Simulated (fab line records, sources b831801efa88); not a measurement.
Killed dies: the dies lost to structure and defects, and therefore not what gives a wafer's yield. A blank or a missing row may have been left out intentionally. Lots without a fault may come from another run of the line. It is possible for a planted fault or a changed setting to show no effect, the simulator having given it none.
Which tool was responsible? + flow sky130 + 17 wafers sampled from 6 lots at 1 step of a route of 708

## WHAT EACH GAUGE READ, for each wafer
SKY_VT_ADJUST_NCORE_TW_MEAS_11.
| lot  | measured     | on            | VT_ADJUST_NCORE_TW |
|------|--------------|---------------|--------------------|
| L129 | day 9 02:59  | film metro-01 | 220.7 221.0 220.9  |
| L133 | day 9 22:48  | film metro-02 | 218.5 217.8 218.0  |
| L136 | day 10 18:46 | film metro-01 | 221.3 220.3 220.7  |
| L143 | day 13 03:23 | film metro-02 | 216.1 215.2 217.0  |
| L146 | day 13 23:47 | film metro-01 | 220.1 219.0        |
| L149 | day 14 17:17 | film metro-02 | 216.6 217.5 214.9  |

## WHICH TOOL RAN EACH LOT (tool, then ch and the chambers of the sampled wafers, then the start)
Record: no process step prior to these readings.

## THE ANSWER, worked out from the rows above alone
Rule: the usual values come from the lots themselves. Put in order of their means at a reading, lots are off if they are a third of the lots or fewer, leave a main group of 4 or more, and stand apart from it by a gap of 3 or more times the standard deviation of the main group's means; of several such gaps the widest counts. A main group whose means are all the same, to the digits that the tables above print for the reading, isn't used. Also off: a lot with no number at a reading for which 4 or more lots have one. Where the step has rows for the other lots, those lots are counted as sound.
No lot is off at any reading shown: from this, nothing can be told.

## WHAT THE SIMULATOR PUT IN
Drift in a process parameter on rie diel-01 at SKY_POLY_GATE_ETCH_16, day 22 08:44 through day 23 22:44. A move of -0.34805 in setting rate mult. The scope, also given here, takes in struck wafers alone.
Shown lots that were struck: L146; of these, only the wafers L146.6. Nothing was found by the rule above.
